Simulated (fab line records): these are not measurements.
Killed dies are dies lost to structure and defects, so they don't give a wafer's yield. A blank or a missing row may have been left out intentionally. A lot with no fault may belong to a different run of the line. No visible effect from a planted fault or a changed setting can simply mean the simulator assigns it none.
Problem report, 8D (eight disciplines) form, completed by code    flow sky130    the parts of the form that need people (team, actions taken, sign-off) are left out

== 1. THE PROBLEM ==
Across 2 wafers from 2 lots, CAPM_CVD_00_THK at SKY_CAPM_THK_MEAS_01 averages 7.27 nm, while fault-free wafers read 15.46 nm with a standard deviation of 0.21. That is -39 standard deviations from the usual mean.
First seen on wafer L286.1, day 41 01:42, on film metro-01. The record holds 33 wafers of 11 lots with a number at this step. Rule for "out", or "out of limits": more than 4 standard deviations from the usual mean. Any other wafer with a number is counted as sound.

== 2. WHAT IT IS AND WHAT IT IS NOT ==
question                     is                 is not
which readings at this step  CAPM_CVD_00_THK    -
which lots                   L286, L288         L271, L272, L273, L275, L279, L281, L282, L289, L294
which wafers of those lots   L286.1, L288.3     L286.2, L286.4, L288.1, L288.2
read on which gauges         film metro-01      film metro-02, film metro-03
when                         from day 41 01:42  up to then (23 sound wafers); but 8 sound wafers of L288, L289, L294 came after

== 3. SUSPECTS, AND WHAT RULES EACH OUT ==
Counting: a tool at a process step up to the reading stays a suspect if it ran every lot that is out. Sound lots after the first of them don't rule it out here, since some wafers of a struck lot are sound.
- the gauge at SKY_CAPM_THK_MEAS_01: ruled out. All the wafers that are out were read on film metro-01, but those of them that SKY_METAL3_ETCH_17 has rows for are out there too, on other tools.
- pecvd-04 at SKY_CAPM_CVD_00 (deposits SiO2, target thk 15.5 nm): kept. Ran every lot that is out, first one L286 (day 41 01:40); last sound lot up to then L282 (day 39 18:44).
- At SKY_CAPM_CVD_00, inside pecvd-04: chamber 0 took the wafers that are out, while their sound lot-mates went through chambers 1, 2.
Remaining after the count: pecvd-04 at SKY_CAPM_CVD_00.

== 4. THE CAUSE (what the simulator had put in) ==
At SKY_CAPM_CVD_00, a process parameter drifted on pecvd-04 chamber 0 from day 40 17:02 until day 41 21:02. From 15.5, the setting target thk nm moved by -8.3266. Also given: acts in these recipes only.
After counting, this tool was the only one left.

== 5. SEQUENCE OF EFFECTS, ordered by route ==
Each row: a reading whose mean over the struck wafers that have a number lies more than 3 standard deviations from the usual. Only readings whose record carries a usual standard deviation are examined. hours: median over the lots of the time between each lot's start at the first step of this table that gives one and its start at this step. sigmas: the change, counted in usual standard deviations.
hours  step                  reading          usual       on struck wafers  change  sigmas
0      SKY_CAPM_THK_MEAS_01  CAPM_CVD_00_THK  15.46 nm    7.27              -8.20   -39
48     SKY_METAL3_ETCH_17    oes product au   0.754 a.u.  0.552             -0.202  -30
It contains these process steps:
- SKY_METAL3_ETCH_17: etches SiO2 in C4F8/O2/Ar, stops on TiN, time 3.9 s, target depth 15 nm.
Later measuring or inspecting steps at which every struck wafer that the step has a row for has a number for every such reading, and none has moved that far: SKY_METAL3_OVL_MEAS_14.

== 6. WHAT WOULD HAVE CAUGHT IT SOONER ==
In this record the first reading out of limits at a measuring or inspecting step was taken at day 41 01:42, 9 hours after the fault began at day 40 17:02.
Of the tool readings at SKY_CAPM_CVD_00 for which the record gives a usual standard deviation, none was out on any struck wafer, so an alarm limit of 4 standard deviations on them would not have fired.
Of the lots that are out (2), L288 began SKY_CAPM_CVD_00 on pecvd-04 after day 41 01:42. Putting the tool on hold at that point would have spared it.
